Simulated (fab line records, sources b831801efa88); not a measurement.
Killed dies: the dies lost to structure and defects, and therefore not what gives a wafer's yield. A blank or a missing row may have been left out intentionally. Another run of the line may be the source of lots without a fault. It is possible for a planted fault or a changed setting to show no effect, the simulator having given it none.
Comparing a struck lot with a sound one ; flow sky130 ; 16 out of 708 route steps
Sound: these wafers, L234.4, L234.5, L234.6. Wafers L224.1, L224.4 were the ones struck. Last of all comes the cause.
At each step with rows: each side's tool, then ch and its chambers, then its first start. Under that, the readings that differ: sound wafers ; struck wafers ; difference of the means ; sigmas: that difference in standard deviations of wafers without a fault.
alike: words and numbers the same on both sides, and readings whose means are apart by under 2 such deviations; not compared: readings that were withheld, readings missing a value for some wafer, numbers with overlapping values and no deviation given by the record, and bounds like >300 which may hide the same value.
The two part at a step that has a row with sigmas, a row that says differs or no value, or rows on one side only. When numbers do not overlap yet have no deviation, they are printed without sigmas and do not part them. Lack of a reading on every wafer of one side parts them only where that side has two or more wafers.

first, 2 steps without rows for these wafers: SKY_METAL4_PEB_11; SKY_METAL4_DEVELOP_12 (develop time 60 s).
SKY_METAL4_CD_MEAS_13 targets a cd of 300 nm.
  sound on cd_sem-02, day 46 00:35; struck on cd_sem-02, day 43 14:26
reading;sound;struck;difference;sigmas
cd_nm (nm);297.4 297.3 297.3;299.8 300.9;+3.0;+2
SKY_METAL4_OVL_MEAS_14:
  sound on overlay-02, day 46 00:40; struck on overlay-02, day 43 14:33
reading;sound;struck;difference;sigmas
METAL4_OVL (nm);4 13 11;-7 -11;-18;-3
then, 1 step without rows for these wafers: SKY_METAL4_DESCUM_15 (chemistry O2, time 8 s).
SKY_METAL4_ETCH_16: etches BARC in N2/H2, stops on SiO2, time 88.2 s, target depth 60 nm.
  sound on rie_metal-01 ch 0,1, day 46 00:45; struck on rie_metal-02 ch 0, day 43 14:37
reading;sound;struck;difference;sigmas
drypump_motor_current_A (A);5.0 5.0 5.2;5.9 5.9;+0.8;+3
oes_product_au (a.u.);0.624 0.625 0.630;0.635 0.643;+0.013;+3
  alike: chamber_pressure_mTorr, throttle_valve_pct
  not compared: rf_hours_counter_h
SKY_METAL4_ETCH_17: etches SiO2 in C4F8/O2/Ar, stops on TiN, time 3.9 s, target depth 15 nm.
  sound on rie_diel-01 ch 0,1,3, day 46 00:49; struck on rie_diel-04 ch 0,2, day 43 14:43
  alike: chamber_pressure_mTorr, oes_product_au
  not compared: rf_hours_counter_h
SKY_METAL4_METAL_ETCH_18: etches the open film in Cl2/BCl3, stops on SiO2, target depth 845 nm, time 183.1 s.
  sound on rie_metal-04 ch 1, day 46 01:04; struck on rie_metal-01 ch 1, day 43 14:44
  alike: chamber_pressure_mTorr, drypump_motor_current_A, oes_product_au, throttle_valve_pct
  not compared: rf_hours_counter_h
SKY_METAL4_STRIP_19: strips in O2/N2.
  sound on plasma_asher-04 ch 0,1, day 46 01:20; struck on plasma_asher-01 ch 0,1, day 43 14:55
  alike: chamber_pressure_mTorr, drypump_motor_current_A, oes_product_au, strip_time_to_endpoint_s
  not compared: rf_hours_counter_h
then, 3 steps without rows for these wafers: SKY_METAL4_STRIP_20 (strips in post etch residue remover, time 1200 s); SKY_METAL4_CLEAN_21 (cleans in IPA, time 180 s); SKY_METAL4_CLEAN_22 (cleans in O3/DIW).
SKY_VIA4_HDPCVD_00: deposits SiO2, target thk 1750 nm, time 291.7 s.
  sound on hdpcvd-01 ch 0,1,2, day 46 01:59; struck on hdpcvd-02 ch 0,2, day 43 15:33
reading;sound;struck;difference;sigmas
model.SiO2_of_VIA4_HDPCVD_00.thk_nm (nm);1763 1749 1758;2839 2828;+1077;
SKY_VIA4_THK_MEAS_01:
  sound on film_metro-03, day 46 02:07; struck on film_metro-03, day 43 15:57
reading;sound;struck;difference;sigmas
VIA4_HDPCVD_THK (nm);1762 1750 1760;2839 2827;+1076;+67
  not compared: hold
SKY_VIA4_CMP_02: polishes SiO2.
  sound on cmp-02 ch 1,2, day 46 02:08; struck on cmp-01 ch 0,3, day 43 23:20
reading;sound;struck;difference;sigmas
hold;- - -;await_dispo/7.3h/release await_dispo/7.3h/release;no value on the sound wafers;
  alike: motor_current_A, retaining_ring_pressure_frac
-- the record jumps here: 4 days lie between the struck wafers' starts before and after (it left off in module VIA4 and takes up again in module PAD_OPEN, whose first step shown is number 708 of the route) --
SKY_PAD_OPEN_PROBE_99:
  sound on prober-02, day 49 12:11; struck on prober-01, day 47 12:35
reading;sound;struck;difference;sigmas
killed_at_contacts;29 10 17;31 31;+12;+3
  alike: defect_limited_yield, killed_at_M0_to_M3, killed_at_M4_up, killed_at_front_end, killed_at_other, killed_dies, killed_open, killed_short, sort_bin_3_pad_short, sort_bin_5_function, sort_bin_6_memory, sort_n_pass, sort_yield_pct

WHERE THEY PART
Last at SKY_PAD_OPEN_PROBE_99 as far as this record goes, first at SKY_METAL4_CD_MEAS_13.

WHY: what had been put in by the simulator
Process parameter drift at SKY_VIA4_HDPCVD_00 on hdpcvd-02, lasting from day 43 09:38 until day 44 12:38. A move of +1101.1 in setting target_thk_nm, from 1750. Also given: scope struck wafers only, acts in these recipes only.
